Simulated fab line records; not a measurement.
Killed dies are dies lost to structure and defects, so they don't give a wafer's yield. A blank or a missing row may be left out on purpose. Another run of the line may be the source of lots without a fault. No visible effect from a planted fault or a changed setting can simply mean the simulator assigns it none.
Which tool was responsible? :: flow gf180mcu :: 6 lots, 18 wafers sampled, at 2 steps of a route of 602

## WHAT THE GAUGES READ, wafer by wafer
GF_VT_IMPLANT_TW_MEAS_21.
lot: L816
measured: day 6 23:28
on: film metro-04
VT_IMPLANT_2_TW: 1214 1213 1212

lot: L818
measured: day 7 10:38
on: film metro-04
VT_IMPLANT_2_TW: 1228 1232 1227

lot: L826
measured: day 9 15:26
on: film metro-03
VT_IMPLANT_2_TW: 1214 1218 1219

lot: L828
measured: day 10 03:14
on: film metro-02
VT_IMPLANT_2_TW: 1217 1219 1221

lot: L832
measured: day 11 02:41
on: film metro-03
VT_IMPLANT_2_TW: 1220 1226 1225

lot: L837
measured: day 12 11:24
on: film metro-03
VT_IMPLANT_2_TW: 1225 1230 1234

## EACH LOT AND THE TOOL THAT RAN IT (in order: tool; ch and the chambers of the sampled wafers; start)
lot: L816
GF_VT_IMPLANT_IMPLANT_19: implanter-01 ch 0, day 6 23:13

lot: L818
GF_VT_IMPLANT_IMPLANT_19: implanter-02 ch 0, day 7 10:24

lot: L826
GF_VT_IMPLANT_IMPLANT_19: implanter-03 ch 0, day 9 15:12

lot: L828
GF_VT_IMPLANT_IMPLANT_19: implanter-02 ch 0, day 10 02:59

lot: L832
GF_VT_IMPLANT_IMPLANT_19: implanter-02 ch 0, day 11 02:26

lot: L837
GF_VT_IMPLANT_IMPLANT_19: implanter-03 ch 0, day 12 11:09
- GF_VT_IMPLANT_IMPLANT_19

## THE ANSWER, worked out from the rows above alone
Rule: usual is defined by the lots themselves. Put in order of their means at a reading, lots are off if they are a third of the lots or fewer, leave a main group of 4 or more, and stand apart from it by a gap of 3 or more times the standard deviation of the main group's means; of several such gaps the widest counts. The tables above print the reading to a certain number of digits; a main group whose means all agree to those digits is not used. A lot without any number at a reading at which 4 lots or more have one is off too. The other lots that the step has rows for count as sound.
None of the lots is off at any reading shown; this tells nothing.

## WHAT HAD BEEN PUT IN BY THE SIMULATOR
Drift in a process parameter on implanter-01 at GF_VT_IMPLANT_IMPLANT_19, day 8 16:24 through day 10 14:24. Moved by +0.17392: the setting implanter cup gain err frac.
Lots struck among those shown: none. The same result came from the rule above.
